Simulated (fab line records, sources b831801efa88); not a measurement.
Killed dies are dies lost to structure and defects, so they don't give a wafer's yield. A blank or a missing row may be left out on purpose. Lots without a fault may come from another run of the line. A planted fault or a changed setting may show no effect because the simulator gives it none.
A struck lot beside a sound one | flow sky130 | 22 steps out of a route of 708
Sound: wafers L287.2, L287.4, L287.6. Struck: wafers L298.1, L298.3, L298.5. The cause comes at the end.
At each step with rows: each side's tool, then ch and its chambers, then its first start. Under that, the readings that differ: sound wafers | struck wafers | difference of the means | sigmas: that difference in standard deviations of wafers without a fault.
alike: readings whose means differ by less than 2 such deviations, and words and numbers that are the same on both sides. not compared: withheld readings, readings that some wafer has no value for, bounds like >300 that may hide the same value, and numbers for which the record gives no deviation and whose values overlap.
The two part at a step that has a row with sigmas, a row that says differs or no value, or rows on one side only. Numbers that don't overlap but have no deviation are shown without sigmas and don't part them. A reading that every wafer of one side lacks parts them only if that side has two wafers or more.

first, 2 steps without rows for these wafers: SKY_RES_PROTECT_DEVELOP_06 (develop time 60 s); SKY_POLY_GATE_IMPLANT_02.
SKY_RES_PROTECT_STRIP_07: strips in O2/N2.
  sound on plasma_asher-02 ch 0,1, day 16 15:46; struck on plasma_asher-04 ch 0,1, day 21 18:22
  alike: drypump_motor_current_A, oes_product_au, strip_time_to_endpoint_s
  not compared: rf_hours_counter_h
SKY_RES_PROTECT_TW_MEAS_08:
  sound on film_metro-04, day 16 15:53; struck on film_metro-04, day 21 18:28
  alike: POLY_GATE_TW
then, 2 steps without rows for these wafers: SKY_RES_PROTECT_CLEAN_09 (cleans in SC1/SC2, time 150 s); SKY_POLY_GATE_CVD_03 (deposits Si3N4 from DCS/NH3, target thk 75 nm, time 1290 s).
SKY_POLY_GATE_THK_MEAS_04:
  sound on film_metro-01, day 16 20:43; struck on film_metro-01, day 21 20:28
  alike: POLY_GATE_CVD_03_THK
then, 5 steps without rows for these wafers: SKY_POLY_GATE_DEHYDRATE_05 (time 60 s); SKY_POLY_GATE_HMDS_06 (prime time 60 s); SKY_POLY_GATE_COAT_07 (resist thk 110 nm); SKY_POLY_GATE_COAT_08 (resist thk 450 nm); SKY_POLY_GATE_SOFTBAKE_09 (time 90 s).
SKY_POLY_GATE_EXPOSE_10: exposes mask P1M, target cd 150 nm.
  sound on krf_scanner-01 ch 0, day 17 11:23; struck on krf_scanner-01 ch 0, day 22 10:53
  reading | sound             | struck                     | difference | sigmas
  mask    | P1M#0 P1M#0 P1M#0 | P1M_R1#0 P1M_R1#0 P1M_R1#0 | differs    |
  alike: exposure_dose_mJ_cm2, stage_vel_mm_s
then, 2 steps without rows for these wafers: SKY_POLY_GATE_PEB_11; SKY_POLY_GATE_DEVELOP_12 (develop time 60 s).
SKY_POLY_GATE_CD_MEAS_13: target cd 150 nm.
  sound on cd_sem-01, day 18 02:40; struck on cd_sem-01, day 23 02:26
  reading    | sound             | struck            | difference | sigmas
  cd_nm (nm) | 150.8 150.7 150.4 | 172.1 171.0 173.8 | +21.7      | +17
  not compared: hold
SKY_POLY_GATE_OVL_MEAS_14:
  sound on overlay-02, day 18 02:47; struck on overlay-01, day 23 03:45
  reading | sound | struck                                                                     | difference                   | sigmas
  hold    | - - - | await_dispo/1.2h/release await_dispo/1.2h/release await_dispo/1.2h/release | no value on the sound wafers |
  alike: POLY_GATE_OVL
SKY_POLY_GATE_ETCH_15: etches BARC in N2/H2, stops on SiO2, time 118.5 s, target depth 110 nm.
  sound on rie_diel-02 ch 0,1,2, day 18 02:49; struck on rie_diel-03 ch 0,1,3, day 23 03:47
  reading                    | sound             | struck            | difference | sigmas
  model.POLY_GATE.cd_nm (nm) | 154.1 153.5 153.3 | 172.1 166.9 173.9 | +17.3      |
  alike: drypump_motor_current_A, oes_product_au, throttle_valve_pct
  not compared: rf_hours_counter_h
SKY_POLY_GATE_ETCH_16: etches Si3N4 in CH3F/O2, stops on poly-Si, time 147.5 s, target depth 75 nm.
  sound on rie_diel-02 ch 0,1,2, day 18 02:53; struck on rie_diel-03 ch 0,1,3, day 23 03:52
  alike: drypump_motor_current_A, oes_product_au, throttle_valve_pct
  not compared: rf_hours_counter_h
SKY_POLY_GATE_ETCH_17: etches poly-Si in HBr/Cl2, stops on SiO2, target depth 180 nm, time 70.5 s.
  sound on rie_si-02 ch 1,3, day 18 02:59; struck on rie_si-02 ch 0,1,3, day 23 03:58
  reading                    | sound             | struck            | difference | sigmas
  model.POLY_GATE.cd_nm (nm) | 154.8 152.4 153.2 | 170.3 164.8 176.2 | +17.0      |
  alike: drypump_motor_current_A, he_backside_leak_sccm, oes_product_au, throttle_valve_pct
  not compared: rf_hours_counter_h
SKY_POLY_GATE_STRIP_18: strips in O2/N2.
  sound on plasma_asher-04 ch 0,1, day 18 03:02; struck on plasma_asher-03 ch 0,1, day 23 04:06
  alike: drypump_motor_current_A, oes_product_au, strip_time_to_endpoint_s
  not compared: rf_hours_counter_h
-- the record jumps here: 27 days lie between the struck wafers' starts before and after (it left off in module POLY_GATE and takes up again in module PAD_OPEN, whose first step shown is number 708 of the route) --
SKY_PAD_OPEN_PROBE_99:
  sound on prober-02, day 47 06:07; struck on prober-02, day 50 05:56
  reading                                 | sound             | struck                                                                     | difference                   | sigmas
  hold                                    | - - -             | await_dispo/2.0h/release await_dispo/2.0h/release await_dispo/2.0h/release | no value on the sound wafers |
  killed_at_front_end                     | 17 13 20          | 56 14 100                                                                  | +40                          | +10
  killed_dies                             | 81 77 85          | 127 88 169                                                                 | +47                          | +5
  killed_on_rim                           | 20 14 15          | 41 21 56                                                                   | +23                          | +6
  model.etest.res_xhigh_po.line_ohm_um    | 5679 5767 5642    | 5302 5638 5350                                                             | -266                         |
  model.etest.pfet_01v8.r_on_ohm_um       | 3024 3028 3009    | 3172 3172 3272                                                             | +185                         |
  model.etest.pfet_g5v0d10v5.r_on_ohm_um  | 4735 4795 4802    | 4857 4883 4904                                                             | +104                         |
  model.etest.res_poly.line_ohm_um        | 488.4 505.4 496.8 | 427.8 446.8 404.8                                                          | -70.4                        |
  model.etest.nfet_01v8.r_on_ohm_um       | 840 848.2 846.4   | 947.6 927.5 966.2                                                          | +102.2                       |
  model.etest.nfet_g5v0d10v5.r_on_ohm_um  | 1854 1890 1866    | 1921 1921 1939                                                             | +57                          |
  model.etest.sonos_uncharged.r_on_ohm_um | 818.8 817 836.8   | 848.8 846 866.5                                                            | +29.6                        |
  model.etest.res_high_po.line_ohm_um     | 749.7 751.1 739.1 | 707.4 715.9 698.6                                                          | -39.3                        |
  alike: killed_at_M0_to_M3, killed_at_M4_up, killed_at_contacts, killed_at_other, killed_open, killed_short

WHERE THEY PART
First at SKY_POLY_GATE_EXPOSE_10; last, within this record, at SKY_PAD_OPEN_PROBE_99.

WHY: what the simulator had put in
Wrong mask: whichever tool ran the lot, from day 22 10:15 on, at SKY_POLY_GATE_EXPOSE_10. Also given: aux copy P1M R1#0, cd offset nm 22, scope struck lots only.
